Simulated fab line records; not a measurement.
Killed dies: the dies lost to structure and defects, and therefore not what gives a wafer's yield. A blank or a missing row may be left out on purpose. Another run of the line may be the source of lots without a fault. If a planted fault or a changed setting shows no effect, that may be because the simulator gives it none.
Problem report in the 8D (eight disciplines) form, filled by code + flow sky130 + the parts of the form that need people (team, actions taken, sign-off) are left out

== 1. THE ISSUE ==
Across 6 wafers from 2 lots, FIELD_ISO_OXIDATION_01_THK at SKY_FIELD_ISO_THK_MEAS_23 averages 4.19 nm, while fault-free wafers read 9.92 nm with a standard deviation of 0.18. Measured from the usual mean, that is -32 standard deviations.
Earliest sighting: wafer L831.1 on film metro-04 at day 5 08:10. Wafers with a number at this step in the record: 36, from 12 lots. Rule for "out" (also "out of limits"): further than 4 standard deviations from the usual mean. The rest of the wafers with a number are treated as sound.

== 2. WHAT THIS IS AND IS NOT ==
| question                    | is                         | is not                                                                    |
|-----------------------------|----------------------------|---------------------------------------------------------------------------|
| which readings at this step | FIELD_ISO_OXIDATION_01_THK | -                                                                         |
| which lots                  | L831, L834                 | L817, L818, L820, L821, L822, L824, L825, L829, L836, L839                |
| which wafers of those lots  | all that have a number     | -                                                                         |
| read on which gauges        | film metro-04              | film metro-01, film metro-03                                              |
| when                        | from day 5 08:10           | up to then (24 sound wafers); but 6 sound wafers of L836, L839 came after |

== 3. THE SUSPECTS, EACH WITH WHAT RULES IT OUT ==
Counting: a tool at a process step up to the reading stays a suspect if it ran every lot that is out and no sound lot after the first of them.
- the gauge at SKY_FIELD_ISO_THK_MEAS_23: kept. All the wafers that are out were read on film metro-04, and no step on other tools shows them out.
- furnace-01 at SKY_FIELD_ISO_OXIDATION_22 (stabilise 600 s, purge 300 s, target thk 10 nm): kept. Every lot that is out went through it, starting with L831 (day 5 07:00), and after that it ran no sound lot; the last sound lot it ran before then is L825 (day 3 23:38).
What counting leaves: furnace-01 at SKY_FIELD_ISO_OXIDATION_22 and film metro-04 at SKY_FIELD_ISO_THK_MEAS_23.

== 4. THE CAUSE (what the simulator had put in) ==
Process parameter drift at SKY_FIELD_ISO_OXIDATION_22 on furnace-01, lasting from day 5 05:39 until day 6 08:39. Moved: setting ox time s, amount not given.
After counting, 2 suspects remain, this tool included.

== 5. SEQUENCE OF EFFECTS, ordered by route ==
Rows list readings where the struck wafers' mean (over those with a number) sits beyond 3 standard deviations from the usual. Only readings whose record carries a usual standard deviation are examined. hours: median over the lots of the time between each lot's start at the first step of this table that gives one and its start at this step. sigmas: the change, counted in usual standard deviations.
| hours | step                      | reading                    | usual   | on struck wafers | change | sigmas |
|-------|---------------------------|----------------------------|---------|------------------|--------|--------|
| 0     | SKY_FIELD_ISO_THK_MEAS_23 | FIELD_ISO_OXIDATION_01_THK | 9.92 nm | 4.19             | -5.73  | -32    |
Later measuring or inspecting steps at which every struck wafer that the step has a row for has a number for every such reading, and none has moved that far: SKY_DNWELL_TW_MEAS_09, SKY_POLY_GATE_CD_MEAS_13.

== 6. HOW IT WOULD HAVE BEEN CAUGHT EARLIER ==
In this record the first reading out of limits at a measuring or inspecting step was taken at day 5 08:10, 3 hours after the fault began at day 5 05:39.
Tool readings at SKY_FIELD_ISO_OXIDATION_22 with a usual standard deviation given in the record: none out on any struck wafer, hence no alarm at a limit of 4 standard deviations on them.
Of the lots that are out (2), L834 began SKY_FIELD_ISO_OXIDATION_22 on furnace-01 after day 5 08:10. Putting the tool on hold at that point would have spared it.
